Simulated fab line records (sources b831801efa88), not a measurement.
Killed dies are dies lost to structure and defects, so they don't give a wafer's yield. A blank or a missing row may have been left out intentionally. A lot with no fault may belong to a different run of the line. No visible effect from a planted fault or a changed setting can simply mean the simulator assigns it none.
Which tool was responsible? | flow gf180mcu | 42 wafers from 14 lots sampled at 4 of the route's 602 steps

## WHAT THE GAUGES READ, wafer by wafer
GF_V5_CD_MEAS_14: the cd target is 260 nm. Usual: 260.4 nm for cdNm, sd 1.2.
lot  | measured     | on       | cdNm (nm)         | flag
L953 | day 27 03:38 | cdSem-02 | 259.9 260.8 260.6 | 
L954 | day 27 19:57 | cdSem-01 | 262.1 262.4 262.4 | 
L956 | day 28 08:38 | cdSem-01 | 260.1 260.6 261.2 | 
L957 | day 28 21:31 | cdSem-02 | 260.9 259.8 260.8 | 
L958 | day 29 01:34 | cdSem-01 | 261.0 261.6 261.0 | 
L959 | day 29 07:29 | cdSem-01 | 261.5 261.9 261.0 | 
L963 | day 30 16:01 | cdSem-02 | 259.4 257.8 258.1 | 
L967 | day 31 13:15 | cdSem-01 | 259.5 260.3 260.0 | 
L969 | day 32 07:05 | cdSem-02 | 260.5 259.3 260.6 | 
L970 | day 32 13:03 | cdSem-01 | 260.4 260.1 260.0 | 
L971 | day 32 21:53 | cdSem-02 | 262.5 262.2 262.0 | 
L973 | day 33 07:46 | cdSem-01 | 259.6 259.8 259.6 | 
L974 | day 33 11:28 | cdSem-01 | 261.1 261.7 261.9 | 
L975 | day 33 13:13 | cdSem-02 | 259.8 259.9 259.0 | 

GF_PASSIVATION_THK_MEAS_03. Usual: PASSIVATION_CVD_02_THK 699 nm, standard deviation 8.2.
lot  | measured     | on           | PASSIVATION_CVD_02_THK (nm) | flag
L953 | day 28 03:07 | filmMetro-03 | 701 698 718                 | 
L954 | day 28 19:35 | filmMetro-01 | 689 705 707                 | 
L956 | day 29 07:53 | filmMetro-01 | 698 703 707                 | 
L957 | day 29 19:55 | filmMetro-03 | 702 693 706                 | 
L958 | day 29 23:55 | filmMetro-01 | 702 709 710                 | 
L959 | day 30 04:43 | filmMetro-01 | 691 700 709                 | 
L963 | day 31 12:54 | filmMetro-01 | 684 699 702                 | 
L967 | day 32 09:29 | filmMetro-03 | 702 707 710                 | 
L969 | day 33 02:31 | filmMetro-01 | 703 717 714                 | 
L970 | day 33 09:12 | filmMetro-03 | 691 709 703                 | 
L971 | day 33 17:31 | filmMetro-01 | 702 707 726                 | 
L973 | day 34 02:28 | filmMetro-01 | 694 705 704                 | 
L974 | day 34 05:39 | filmMetro-03 | 681 700 692                 | 
L975 | day 34 07:34 | filmMetro-01 | 694 685 694                 | 

## WHICH TOOL RAN EACH LOT (tool, then ch and the chambers of the sampled wafers, then the start)
lot  | GF_HV_LDD_STRIP_22                  | GF_TOP_METAL_SPUTTER_02
L953 | plasmaAsher-04 ch 0,1, day 10 18:20 | pvdSputter-01, day 27 05:38
L954 | plasmaAsher-04 ch 0,1, day 11 05:25 | pvdSputter-04, day 27 21:56
L956 | plasmaAsher-04 ch 0,1, day 11 17:13 | pvdSputter-04, day 28 10:28
L957 | plasmaAsher-04 ch 1, day 12 04:47   | pvdSputter-04, day 28 23:10
L958 | plasmaAsher-04 ch 0,1, day 12 10:46 | pvdSputter-01, day 29 03:14
L959 | plasmaAsher-04 ch 0,1, day 12 15:56 | pvdSputter-01, day 29 09:07
L963 | plasmaAsher-02 ch 0,1, day 14 01:07 | pvdSputter-04, day 30 17:39
L967 | plasmaAsher-02 ch 0,1, day 15 05:59 | pvdSputter-04, day 31 14:54
L969 | plasmaAsher-02 ch 0,1, day 15 23:40 | pvdSputter-04, day 32 08:44
L970 | plasmaAsher-04 ch 0,1, day 16 11:58 | pvdSputter-03, day 32 15:29
L971 | plasmaAsher-03 ch 0,1, day 16 21:29 | pvdSputter-01, day 33 00:08
L973 | plasmaAsher-03 ch 0,1, day 17 07:12 | pvdSputter-03, day 33 09:23
L974 | plasmaAsher-03 ch 0,1, day 17 16:28 | pvdSputter-04, day 33 13:09
L975 | plasmaAsher-04 ch 0, day 17 22:38   | pvdSputter-03, day 33 14:52
- GF_HV_LDD_STRIP_22: strips in O2/N2.
- GF_TOP_METAL_SPUTTER_02: material AlCu, target thk 900 nm, time 47.82 s.

## AS READ BY THE TOOLS THEMSELVES (means over the sampled wafers that have a number; for cases with no such wafer, the mark the record gives instead)
GF_HV_LDD_STRIP_22. Usual: drypumpMotorCurrentA 5.9 A, standard deviation 0.44; heaterPowerW 333 W, standard deviation 31; oesProductAu 0.716 a.u., standard deviation 0.0049; stripTimeToEndpointS 12.64 s, standard deviation 0.041.
lot  | tool           | drypumpMotorCurrentA (A) | heaterPowerW (W) | oesProductAu (a.u.) | stripTimeToEndpointS (s) | flag
L953 | plasmaAsher-04 | 6.2                      | 362              | 0.719               | 12.60                    | 
L954 | plasmaAsher-04 | 5.9                      | 341              | 0.718               | 12.56                    | 
L956 | plasmaAsher-04 | 5.9                      | 344              | 0.719               | 12.63                    | 
L957 | plasmaAsher-04 | 6.5                      | 384              | 0.717               | 12.67                    | 
L958 | plasmaAsher-04 | 5.9                      | 340              | 0.714               | 12.58                    | 
L959 | plasmaAsher-04 | 5.9                      | 340              | 0.719               | 12.64                    | 
L963 | plasmaAsher-02 | 6.1                      | 311              | 0.716               | 12.66                    | 
L967 | plasmaAsher-02 | 5.9                      | 299              | 0.716               | 12.64                    | 
L969 | plasmaAsher-02 | 6.1                      | 312              | 0.716               | 12.66                    | 
L970 | plasmaAsher-04 | 5.9                      | 338              | 0.714               | 12.67                    | 
L971 | plasmaAsher-03 | 5.4                      | 333              | 0.715               | 12.64                    | 
L973 | plasmaAsher-03 | 5.3                      | 345              | 0.714               | 12.64                    | 
L974 | plasmaAsher-03 | 5.3                      | 345              | 0.723               | 12.65                    | 
L975 | plasmaAsher-04 | 5.6                      | 316              | 0.718               | 12.67                    | 

GF_TOP_METAL_SPUTTER_02. Usual: 30.0 % for throttleValvePct, sd 0.8.
lot  | tool          | throttleValvePct (%) | flag
L953 | pvdSputter-01 | 29.7                 | 
L954 | pvdSputter-04 | 30.2                 | 
L956 | pvdSputter-04 | 29.7                 | 
L957 | pvdSputter-04 | 29.4                 | 
L958 | pvdSputter-01 | 29.6                 | 
L959 | pvdSputter-01 | 29.8                 | 
L963 | pvdSputter-04 | 30.5                 | 
L967 | pvdSputter-04 | 30.2                 | 
L969 | pvdSputter-04 | 29.7                 | 
L970 | pvdSputter-03 | 29.9                 | 
L971 | pvdSputter-01 | 29.7                 | 
L973 | pvdSputter-03 | 29.9                 | 
L974 | pvdSputter-04 | 30.7                 | 
L975 | pvdSputter-03 | 29.4                 | 

## THE ANSWER, worked out from the rows above alone
Rule: a lot counts as off when the mean over its wafers that have a number is more than 3 standard deviations away from the usual mean. A lot without any number at a reading at which 4 lots or more have one is off too. Where the step has rows for the other lots, those lots are counted as sound. First the gauges in route order, then the tools' own readings, where a lot's mean is used as printed above. The first step at which some lot is off is used, and at that step the reading that is off furthest; a lot without a number counts as furthest.
None of the lots is off at any reading shown; this tells nothing.

## WHAT HAD BEEN PUT IN BY THE SIMULATOR
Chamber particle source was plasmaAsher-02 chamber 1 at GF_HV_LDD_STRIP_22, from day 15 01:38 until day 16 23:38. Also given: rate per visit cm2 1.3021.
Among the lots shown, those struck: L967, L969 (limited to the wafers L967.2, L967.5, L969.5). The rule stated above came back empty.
